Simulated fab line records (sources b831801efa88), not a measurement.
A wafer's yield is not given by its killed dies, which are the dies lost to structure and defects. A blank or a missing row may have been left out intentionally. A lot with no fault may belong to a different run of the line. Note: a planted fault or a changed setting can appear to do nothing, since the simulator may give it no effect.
Code-filled problem report in 8D (eight disciplines) form | flow gf180mcu | the parts of the form that need people (team, actions taken, sign-off) are left out

1. THE ISSUE
V2_W_RS at GF_V2_RS_MEAS_24 reads a mean of 0.398 ohm/sq on 6 wafers of 2 lots; wafers without a fault read 0.328 ohm/sq with a standard deviation of 0.0034. That puts it +20 standard deviations away from the usual mean.
The step: measures by four-point-probe.
The first sign was on wafer L845.1 at day 25 21:23, on film metro-03. The record has a number at this step for 33 wafers belonging to 11 lots. Rule for "out" (also "out of limits"): further than 4 standard deviations from the usual mean. The rest of the wafers with a number are treated as sound.

2. WHAT THIS IS AND IS NOT
question                    | is                           | is not
which readings at this step | V2_W_RS                      | -
which lots                  | L845, L847                   | L830, L832, L834, L836, L837, L838, L839, L840, L852
which wafers of those lots  | all that have a number       | -
read on which gauges        | film metro-01, film metro-03 | film metro-04
when                        | from day 25 21:23            | up to then (24 sound wafers); but 3 sound wafers of L852 came after

3. THE SUSPECTS, EACH WITH WHAT RULES IT OUT
Counting: a tool stays on the suspect list if, at a process step up to the reading, it processed all lots that are out and no sound lot following the first of them.
- the gauge at GF_V2_RS_MEAS_24 is ruled out. The wafers that are out were read on 2 gauges (film metro-01, film metro-03).
- cvd w-02 at GF_V2_CVD_23 (deposits W, target thk 350 nm, time 104.94 s): kept. All lots that are out passed through it, beginning with L845 at day 25 21:17, and no sound lot followed; its final sound lot before that point was L840 at day 24 09:01.
The count leaves cvd w-02 at GF_V2_CVD_23.

4. THE CAUSE (what the simulator had put in)
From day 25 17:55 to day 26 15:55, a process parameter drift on cvd w-02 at GF_V2_CVD_23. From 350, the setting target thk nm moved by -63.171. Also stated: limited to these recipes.
The count eliminated every tool but this one.

5. THE EFFECT CHAIN, in route order
Rows list readings where the struck wafers' mean (over those with a number) sits beyond 3 standard deviations from the usual. Readings are gone through only where the record gives a usual standard deviation; hours: the median, over the lots, of the time from a lot's start at the first step in this table giving one to that lot's start at this step; sigmas: the change measured in usual standard deviations.
hours | step              | reading            | usual        | on struck wafers | change | sigmas
0     | GF_V2_RS_MEAS_24  | V2_W_RS            | 0.328 ohm/sq | 0.398            | +0.070 | +20
0     | GF_V2_THK_MEAS_25 | V2_W_THK           | 360 nm       | 295              | -65    | -17
0     | GF_V2_CMP_26      | time to endpoint s | 82 s         | 64               | -18    | -4.3
Process steps it contains:
- GF_V2_CMP_26: polishes, stops on SiO2, t overpolish 15 s, target thk 0 nm.
Later measuring or inspecting steps at which every struck wafer that the step has a row for has a number for every such reading, and none has moved that far: GF_M3_RS_MEAS_05.

6. HOW IT WOULD HAVE BEEN CAUGHT EARLIER
3 hours passed between the start of the fault at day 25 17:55 and the first reading out of limits at a measuring or inspecting step in this record, taken at day 25 21:23.
No tool reading at GF_V2_CVD_23 that has a usual standard deviation in the record was out on any struck wafer, so an alarm limit of 4 standard deviations on those readings would not have fired.
Of the lots that are out (2), L847 began GF_V2_CVD_23 on cvd w-02 after day 25 21:23. A tool hold placed at that time would have kept it from harm.
